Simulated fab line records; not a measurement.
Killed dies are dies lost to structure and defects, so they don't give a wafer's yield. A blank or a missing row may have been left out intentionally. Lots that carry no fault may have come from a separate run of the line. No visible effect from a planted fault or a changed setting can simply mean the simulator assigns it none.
Which of the tools did it? + flow gf180mcu + 13 lots, 39 wafers sampled, at 5 steps of a route of 602

WHAT THE GAUGES READ, wafer by wafer
GF_HV_LDD_THK_MEAS_57. Usual: for HV_LDD_CVD_56_THK the level is 89.9 nm and the standard deviation is 0.76.
| lot  | measured     | on            | HV_LDD_CVD_56_THK (nm) | flag |
|------|--------------|---------------|------------------------|------|
| L693 | day 13 01:26 | film-metro-01 | 90.0 89.4 90.6         |      |
| L694 | day 13 04:58 | film-metro-01 | 89.8 89.6 90.5         |      |
| L696 | day 14 02:34 | film-metro-02 | 90.3 90.2 89.7         |      |
| L697 | day 14 10:37 | film-metro-04 | 90.2 90.6 90.7         |      |
| L698 | day 14 17:18 | film-metro-02 | 90.9 90.9 91.1         |      |
| L700 | day 15 09:37 | film-metro-01 | 90.0 90.5 90.0         |      |
| L701 | day 15 16:43 | film-metro-01 | 89.0 89.6 88.3         |      |
| L702 | day 16 07:13 | film-metro-01 | 89.2 89.9 90.2         |      |
| L703 | day 16 10:00 | film-metro-02 | 89.2 89.5 90.1         |      |
| L704 | day 16 15:13 | film-metro-01 | 89.5 88.7 88.6         |      |
| L711 | day 19 08:26 | film-metro-01 | 89.8 89.4 89.2         |      |
| L713 | day 19 19:49 | film-metro-01 | 88.7 88.2 88.4         |      |
| L714 | day 20 03:32 | film-metro-04 | 91.1 91.2 91.0         |      |

GF_SALICIDE_RS_MEAS_04: the measuring method here is four-point-probe. Usual: for SALICIDE_TIN_RS the level is 16.3 ohm/sq and the standard deviation is 0.35.
| lot  | measured     | on            | SALICIDE_TIN_RS (ohm/sq) | flag |
|------|--------------|---------------|--------------------------|------|
| L693 | day 15 16:46 | film-metro-04 | 16.1 16.3 16.7           |      |
| L694 | day 15 22:44 | film-metro-01 | 16.9 16.3 16.7           |      |
| L696 | day 16 22:01 | film-metro-04 | 16.9 16.6 17.0           |      |
| L697 | day 17 06:00 | film-metro-03 | 16.4 16.0 15.9           |      |
| L698 | day 17 13:33 | film-metro-04 | 16.6 16.2 15.9           |      |
| L700 | day 18 07:12 | film-metro-04 | 15.7 16.4 15.6           |      |
| L701 | day 18 15:32 | film-metro-04 | 15.8 19.9 16.6           | OFF  |
| L702 | day 19 06:28 | film-metro-01 | 20.2 16.0 16.6           | OFF  |
| L703 | day 19 09:51 | film-metro-03 | 16.9 16.8 17.0           |      |
| L704 | day 19 15:41 | film-metro-04 | 16.6 16.2 16.8           |      |
| L711 | day 22 09:14 | film-metro-04 | 16.5 16.5 16.5           |      |
| L713 | day 22 19:50 | film-metro-01 | 16.1 16.7 16.4           |      |
| L714 | day 23 03:24 | film-metro-01 | 16.7 16.0 16.6           |      |

GF_SALICIDE_THK_MEAS_05: measures by xrf. Usual: for SALICIDE_TIN_THK the level is 20.12 nm and the standard deviation is 0.29.
| lot  | measured     | on            | SALICIDE_TIN_THK (nm) | flag |
|------|--------------|---------------|-----------------------|------|
| L693 | day 15 16:53 | film-metro-04 | 20.55 20.41 20.18     |      |
| L694 | day 15 22:50 | film-metro-01 | 20.09 19.73 20.23     |      |
| L696 | day 16 22:08 | film-metro-04 | 19.69 19.65 19.84     |      |
| L697 | day 17 06:07 | film-metro-03 | 20.52 20.27 20.58     |      |
| L698 | day 17 13:40 | film-metro-04 | 19.77 20.08 20.35     |      |
| L700 | day 18 07:19 | film-metro-04 | 20.28 20.19 20.50     |      |
| L701 | day 18 15:39 | film-metro-04 | 20.16 7.61 19.74      | OFF  |
| L702 | day 19 06:35 | film-metro-01 | 7.91 20.65 20.45      | OFF  |
| L703 | day 19 09:58 | film-metro-03 | 19.76 19.80 20.00     |      |
| L704 | day 19 15:47 | film-metro-04 | 19.95 20.10 20.07     |      |
| L711 | day 22 09:22 | film-metro-04 | 19.95 20.14 20.15     |      |
| L713 | day 22 19:58 | film-metro-01 | 20.09 20.21 20.24     |      |
| L714 | day 23 03:31 | film-metro-01 | 20.03 20.25 20.20     |      |

GF_CONTACT_CD_MEAS_14 targets a cd of 220 nm. Usual: 219.8 nm for cd-nm, sd 1.6.
| lot  | measured     | on        | cd-nm (nm)        | flag |
|------|--------------|-----------|-------------------|------|
| L693 | day 16 15:58 | cd-sem-02 | 217.9 218.2 218.7 |      |
| L694 | day 16 22:34 | cd-sem-02 | 221.3 220.8 221.5 |      |
| L696 | day 17 22:27 | cd-sem-02 | 219.0 219.2 219.6 |      |
| L697 | day 18 06:43 | cd-sem-02 | 220.1 221.2 219.9 |      |
| L698 | day 18 14:19 | cd-sem-01 | 220.9 221.0 221.4 |      |
| L700 | day 19 07:09 | cd-sem-01 | 221.2 219.9 220.4 |      |
| L701 | day 19 16:44 | cd-sem-01 | 222.3 222.2 221.5 |      |
| L702 | day 20 07:40 | cd-sem-01 | 218.5 219.5 220.5 |      |
| L703 | day 20 11:17 | cd-sem-02 | 215.5 216.4 215.8 |      |
| L704 | day 20 17:05 | cd-sem-02 | 218.8 218.4 217.9 |      |
| L711 | day 23 09:37 | cd-sem-02 | 221.0 220.8 221.8 |      |
| L713 | day 23 19:43 | cd-sem-01 | 218.5 217.5 218.4 |      |
| L714 | day 24 03:01 | cd-sem-02 | 221.4 220.6 221.1 |      |

WHAT TOOL EACH LOT RAN ON (gives the tool, then ch and the chambers of the sampled wafers, and finally the start)
| lot  | GF_SALICIDE_SPUTTER_03       |
|------|------------------------------|
| L693 | pvd-sputter-04, day 15 16:43 |
| L694 | pvd-sputter-03, day 15 22:41 |
| L696 | pvd-sputter-03, day 16 22:00 |
| L697 | pvd-sputter-04, day 17 05:58 |
| L698 | pvd-sputter-04, day 17 13:31 |
| L700 | pvd-sputter-04, day 18 07:10 |
| L701 | pvd-sputter-04, day 18 15:30 |
| L702 | pvd-sputter-04, day 19 06:25 |
| L703 | pvd-sputter-03, day 19 09:47 |
| L704 | pvd-sputter-03, day 19 15:38 |
| L711 | pvd-sputter-03, day 22 09:13 |
| L713 | pvd-sputter-01, day 22 19:49 |
| L714 | pvd-sputter-01, day 23 03:23 |
- GF_SALICIDE_SPUTTER_03: material TiN, target thk 20 nm, time 16.7 s.

AS READ BY THE TOOLS THEMSELVES (means over the sampled wafers that have a number; for cases with no such wafer, the mark the record gives instead)
GF_SALICIDE_SPUTTER_03. Usual: 29.6 % for throttle-valve-pct, sd 0.81.
| lot  | tool           | throttle-valve-pct (%) | flag |
|------|----------------|------------------------|------|
| L693 | pvd-sputter-04 | 29.1                   |      |
| L694 | pvd-sputter-03 | 29.0                   |      |
| L696 | pvd-sputter-03 | 29.1                   |      |
| L697 | pvd-sputter-04 | 29.4                   |      |
| L698 | pvd-sputter-04 | 29.6                   |      |
| L700 | pvd-sputter-04 | 28.6                   |      |
| L701 | pvd-sputter-04 | 29.1                   |      |
| L702 | pvd-sputter-04 | 29.3                   |      |
| L703 | pvd-sputter-03 | 29.9                   |      |
| L704 | pvd-sputter-03 | 28.9                   |      |
| L711 | pvd-sputter-03 | 29.8                   |      |
| L713 | pvd-sputter-01 | 30.0                   |      |
| L714 | pvd-sputter-01 | 30.2                   |      |

THE ANSWER, worked out from the rows above alone
Rule: a lot is off if the mean of its wafers that have a number lies more than 3 standard deviations from the usual mean. A lot without any number at a reading at which 4 lots or more have one is off too. The other lots that the step has rows for count as sound. Order of review: gauges by route order, followed by the tools' own readings, for which a lot's mean as printed above is used. At the first step where some lot is off, the reading lying furthest off is the one used; lots without a number count as furthest.
Off: at GF_SALICIDE_RS_MEAS_04 (SALICIDE_TIN_RS), L701, L702.
A tool fits if, at a process step before that reading, it ran every lot that is off, and no sound lot after the first of them. Gauges at GF_SALICIDE_RS_MEAS_04: tried the same way as those tools. One candidate fits, namely pvd-sputter-04 at GF_SALICIDE_SPUTTER_03. Its last sound lot is L700 (day 18 07:10), its first lot that is off L701 (day 18 15:30): a fault that began between those two fits.

WHAT THE SIMULATOR HAD INSERTED
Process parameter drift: pvd-sputter-04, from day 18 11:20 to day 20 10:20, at GF_SALICIDE_SPUTTER_03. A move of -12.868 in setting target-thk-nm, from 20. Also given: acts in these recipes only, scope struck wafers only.
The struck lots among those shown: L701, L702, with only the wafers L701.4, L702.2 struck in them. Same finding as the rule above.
